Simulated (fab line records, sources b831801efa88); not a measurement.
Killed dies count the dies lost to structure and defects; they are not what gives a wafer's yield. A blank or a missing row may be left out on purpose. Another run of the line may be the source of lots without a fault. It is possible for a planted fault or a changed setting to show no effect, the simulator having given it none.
Which of the tools did it? :: flow sky130 :: 14 lots, 42 wafers sampled, at 2 steps of a route of 708

== WHAT THE GAUGES READ, wafer by wafer ==
No reading from a measuring or inspecting step in the record can be judged against a usual standard deviation.

== TOOL THAT RAN EACH LOT (tool first, then ch and the chambers of the sampled wafers, then the start) ==
lot: L875
SKY_CAPM_CVD_00: pecvd-03 ch 0,1, day 38 08:07
SKY_PAD_OPEN_PROBE_99: -

lot: L874
SKY_CAPM_CVD_00: pecvd-02 ch 0,1,2, day 38 09:55
SKY_PAD_OPEN_PROBE_99: -

lot: L876
SKY_CAPM_CVD_00: pecvd-03 ch 0,1,2, day 38 17:49
SKY_PAD_OPEN_PROBE_99: -

lot: L879
SKY_CAPM_CVD_00: pecvd-02 ch 0,2, day 39 16:30
SKY_PAD_OPEN_PROBE_99: -

lot: L880
SKY_CAPM_CVD_00: pecvd-03 ch 0,1, day 40 00:26
SKY_PAD_OPEN_PROBE_99: prober-01, day 49 01:08

lot: L881
SKY_CAPM_CVD_00: pecvd-01 ch 0,2, day 40 16:40
SKY_PAD_OPEN_PROBE_99: prober-02, day 49 12:27

lot: L883
SKY_CAPM_CVD_00: pecvd-03 ch 0,1,2, day 41 03:14
SKY_PAD_OPEN_PROBE_99: prober-01, day 49 23:08

lot: L888
SKY_CAPM_CVD_00: pecvd-03 ch 0, day 42 22:00
SKY_PAD_OPEN_PROBE_99: prober-02, day 51 05:16

lot: L889
SKY_CAPM_CVD_00: pecvd-02 ch 1, day 42 22:49
SKY_PAD_OPEN_PROBE_99: -

lot: L891
SKY_CAPM_CVD_00: pecvd-02 ch 1,2, day 43 02:50
SKY_PAD_OPEN_PROBE_99: -

lot: L893
SKY_CAPM_CVD_00: pecvd-01 ch 0,1,2, day 43 16:38
SKY_PAD_OPEN_PROBE_99: -

lot: L894
SKY_CAPM_CVD_00: pecvd-01 ch 0,1,2, day 43 21:48
SKY_PAD_OPEN_PROBE_99: -

lot: L895
SKY_CAPM_CVD_00: pecvd-03 ch 0,1, day 44 00:41
SKY_PAD_OPEN_PROBE_99: -

lot: L896
SKY_CAPM_CVD_00: pecvd-02 ch 1,2, day 44 05:05
SKY_PAD_OPEN_PROBE_99: prober-02, day 52 01:28
- SKY_CAPM_CVD_00: deposits SiO2, target thk 15.5 nm.
- SKY_PAD_OPEN_PROBE_99

== AS READ BY THE TOOLS THEMSELVES (means over the sampled wafers that have a number; for cases with no such wafer, the mark the record gives instead) ==
SKY_CAPM_CVD_00. Usual: heaterPowerOuterW 382 W, standard deviation 66; heaterPowerW 658 W, standard deviation 89.
lot: L875
tool: pecvd-03
heaterPowerOuterW (W): 470
heaterPowerW (W): 733
flag: 

lot: L874
tool: pecvd-02
heaterPowerOuterW (W): 329
heaterPowerW (W): 590
flag: 

lot: L876
tool: pecvd-03
heaterPowerOuterW (W): 456
heaterPowerW (W): 733
flag: 

lot: L879
tool: pecvd-02
heaterPowerOuterW (W): 342
heaterPowerW (W): 594
flag: 

lot: L880
tool: pecvd-03
heaterPowerOuterW (W): -
heaterPowerW (W): -
flag: OFF

lot: L881
tool: pecvd-01
heaterPowerOuterW (W): -
heaterPowerW (W): -
flag: OFF

lot: L883
tool: pecvd-03
heaterPowerOuterW (W): 429
heaterPowerW (W): 704
flag: 

lot: L888
tool: pecvd-03
heaterPowerOuterW (W): 382
heaterPowerW (W): 633
flag: 

lot: L889
tool: pecvd-02
heaterPowerOuterW (W): 322
heaterPowerW (W): 604
flag: 

lot: L891
tool: pecvd-02
heaterPowerOuterW (W): 342
heaterPowerW (W): 621
flag: 

lot: L893
tool: pecvd-01
heaterPowerOuterW (W): 393
heaterPowerW (W): 682
flag: 

lot: L894
tool: pecvd-01
heaterPowerOuterW (W): 419
heaterPowerW (W): 715
flag: 

lot: L895
tool: pecvd-03
heaterPowerOuterW (W): 419
heaterPowerW (W): 708
flag: 

lot: L896
tool: pecvd-02
heaterPowerOuterW (W): 316
heaterPowerW (W): 551
flag: 

SKY_PAD_OPEN_PROBE_99. Usual: defectLimitedYield 82.6 %, standard deviation 1.7; killed_at_M0_to_M3 43, standard deviation 7; killed_at_M4_up 3.1, standard deviation 1.5; killedAtContacts 23, standard deviation 4.9; killedAtFrontEnd 16, standard deviation 3.9; killedAtOther 0.3, standard deviation 0.52; killedDies 86, standard deviation 8.2; killedOnRim 16, standard deviation 3.7; killedOpen 47, standard deviation 6.1; killedShort 38, standard deviation 5.8; sort_bin_3_pad_short 0.8 %, standard deviation 0.41; sort_bin_5_function 10.2 %, standard deviation 1.3; sort_bin_6_memory 6.4 %, standard deviation 1.1; sortNPass 406, standard deviation 8.2; sortYieldPct 82.6 %, standard deviation 1.7.
lot: L880
tool: prober-01
defectLimitedYield (%): 0.0
killed_at_M0_to_M3: 43
killed_at_M4_up: 2.3
killedAtContacts: 23
killedAtFrontEnd: 17
killedAtOther: 406.3
killedDies: 492
killedOnRim: 96
killedOpen: 47
killedShort: 38
sort_bin_3_pad_short (%): 0.8
sort_bin_5_function (%): 93.0
sort_bin_6_memory (%): 6.2
sortNPass: 0
sortYieldPct (%): 0.0
flag: OFF

lot: L881
tool: prober-02
defectLimitedYield (%): 0.0
killed_at_M0_to_M3: 43
killed_at_M4_up: 4.3
killedAtContacts: 20
killedAtFrontEnd: 18
killedAtOther: 406.0
killedDies: 492
killedOnRim: 96
killedOpen: 47
killedShort: 39
sort_bin_3_pad_short (%): 0.8
sort_bin_5_function (%): 93.0
sort_bin_6_memory (%): 6.2
sortNPass: 0
sortYieldPct (%): 0.0
flag: OFF

lot: L883
tool: prober-01
defectLimitedYield (%): 84.2
killed_at_M0_to_M3: 39
killed_at_M4_up: 2.3
killedAtContacts: 21
killedAtFrontEnd: 15
killedAtOther: 0.0
killedDies: 78
killedOnRim: 13
killedOpen: 40
killedShort: 37
sort_bin_3_pad_short (%): 0.9
sort_bin_5_function (%): 10.1
sort_bin_6_memory (%): 4.8
sortNPass: 414
sortYieldPct (%): 84.2
flag: 

lot: L888
tool: prober-02
defectLimitedYield (%): 80.2
killed_at_M0_to_M3: 53
killed_at_M4_up: 3.5
killedAtContacts: 22
killedAtFrontEnd: 18
killedAtOther: 1.0
killedDies: 98
killedOnRim: 16
killedOpen: 56
killedShort: 40
sort_bin_3_pad_short (%): 0.8
sort_bin_5_function (%): 10.8
sort_bin_6_memory (%): 8.2
sortNPass: 394
sortYieldPct (%): 80.2
flag: 

lot: L896
tool: prober-02
defectLimitedYield (%): 82.9
killed_at_M0_to_M3: 43
killed_at_M4_up: 3.3
killedAtContacts: 22
killedAtFrontEnd: 16
killedAtOther: 0.3
killedDies: 84
killedOnRim: 11
killedOpen: 44
killedShort: 41
sort_bin_3_pad_short (%): 0.5
sort_bin_5_function (%): 10.4
sort_bin_6_memory (%): 6.2
sortNPass: 408
sortYieldPct (%): 82.9
flag: 

== THE ANSWER, worked out from the rows above alone ==
Rule: a lot is off if the mean of its wafers that have a number lies more than 3 standard deviations from the usual mean. Also off: a lot with no number at a reading for which 4 or more lots have one. All remaining lots with rows at the step are treated as sound. After the gauges, taken in route order, come the tools' own readings; for these a lot's mean is taken, as printed above. The first step at which some lot is off is used, and at that step the reading that is off furthest; a lot without a number counts as furthest.
Off at SKY_CAPM_CVD_00 (heaterPowerOuterW): L880, L881. Without a number there: L880, L881.
A tool fits if, at that step or a process step before it, it ran every lot that is off, and no sound lot after the first of them. None of those tried fits.

== WHAT THE SIMULATOR PUT IN ==
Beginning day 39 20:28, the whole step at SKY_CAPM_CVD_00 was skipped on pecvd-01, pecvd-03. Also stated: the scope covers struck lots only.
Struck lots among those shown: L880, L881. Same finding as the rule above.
